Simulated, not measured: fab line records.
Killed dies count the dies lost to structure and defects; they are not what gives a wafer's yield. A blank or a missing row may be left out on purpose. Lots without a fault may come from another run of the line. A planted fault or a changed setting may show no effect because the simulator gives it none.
Problem report, 8D (eight disciplines) form, completed by code | flow sky130 | the parts of the form that need people (team, actions taken, sign-off) are left out

## 1. THE PROBLEM
Across 4 wafers from 2 lots, CAP2M_TIN_RS at SKY_CAP2M_RS_MEAS_03 averages 12.93 ohm/sq, while fault-free wafers read 6.94 ohm/sq with a standard deviation of 0.08. That puts it +75 standard deviations away from the usual mean.
The step: measures by four-point-probe.
First observed at day 43 00:58: wafer L770.4, on film metro-01. Wafers with a number at this step in the record: 27, from 9 lots. Rule for "out", or "out of limits": more than 4 standard deviations from the usual mean. All remaining wafers that have a number are taken as sound.

## 2. WHAT IT IS, AND WHAT IT ISN'T
question                    | is                             | is not
which readings at this step | CAP2M_TIN_RS                   | -
which lots                  | L770, L771                     | L762, L763, L764, L775, L777, L778, L779
which wafers of those lots  | L770.4, L770.5, L771.1, L771.5 | L770.2, L771.3
read on which gauges        | film metro-01, film metro-02   | film metro-04
when                        | from day 43 00:58              | up to then (10 sound wafers); but 13 sound wafers of L771, L775, L777, L778, L779 came after

## 3. THE SUSPECTS, EACH WITH WHAT RULES IT OUT
Counting: if a tool at a process step up to the reading ran every lot that is out, it stays a suspect. Sound lots after the first of them don't rule it out here, since some wafers of a struck lot are sound.
- the gauge at SKY_CAP2M_RS_MEAS_03 is ruled out. The wafers that are out were read on 2 gauges (film metro-01, film metro-02).
- pvd sputter-03 at SKY_CAP2M_SPUTTER_02 (material TiN, target thk 200 nm, time 166.7 s): kept. It ran every lot that is out, first L770 (day 43 00:50); its last sound lot up to then is L764 (day 41 05:30).
Left after counting: pvd sputter-03 at SKY_CAP2M_SPUTTER_02.

## 4. THE CAUSE (what the simulator had put in)
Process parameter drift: pvd sputter-03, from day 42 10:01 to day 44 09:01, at SKY_CAP2M_SPUTTER_02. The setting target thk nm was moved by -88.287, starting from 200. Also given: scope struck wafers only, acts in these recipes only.
After counting, this tool was the only one left.

## 5. SEQUENCE OF EFFECTS, ordered by route
One row per reading whose mean, taken over the struck wafers that have a number, lies over 3 standard deviations from the usual. Readings are gone through only where the record gives a usual standard deviation; hours: the median, over the lots, of the time from a lot's start at the first step in this table giving one to that lot's start at this step; sigmas: the change measured in usual standard deviations.
hours | step                    | reading            | usual       | on struck wafers | change | sigmas
0     | SKY_CAP2M_RS_MEAS_03    | CAP2M_TIN_RS       | 6.94 ohm/sq | 12.93            | +5.99  | +75
6     | SKY_CAP2M_THK_MEAS_04   | CAP2M_TIN_THK      | 198.5 nm    | 108.9            | -89.6  | -36
22    | SKY_CAP2M_METAL_ETCH_13 | oes product au     | 0.939 a.u.  | 0.688            | -0.251 | -32
22    | SKY_CAP2M_METAL_ETCH_13 | throttle valve pct | 21.904 %    | 22.071           | +0.167 | +18
Its process steps:
- SKY_CAP2M_METAL_ETCH_13: etches TiN in Cl2/BCl3, stops on SiO2, target depth 220 nm, time 62.9 s.

## 6. WHAT WOULD HAVE CAUGHT IT SOONER
15 hours passed between the start of the fault at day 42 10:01 and the first reading out of limits at a measuring or inspecting step in this record, taken at day 43 00:58.
No tool reading at SKY_CAP2M_SPUTTER_02 that has a usual standard deviation in the record was out on any struck wafer, so an alarm limit of 4 standard deviations on those readings would not have fired.
Of the lots that are out (2), L771 began SKY_CAP2M_SPUTTER_02 on pvd sputter-03 after day 43 00:58. Holding the tool at that time would have saved it.
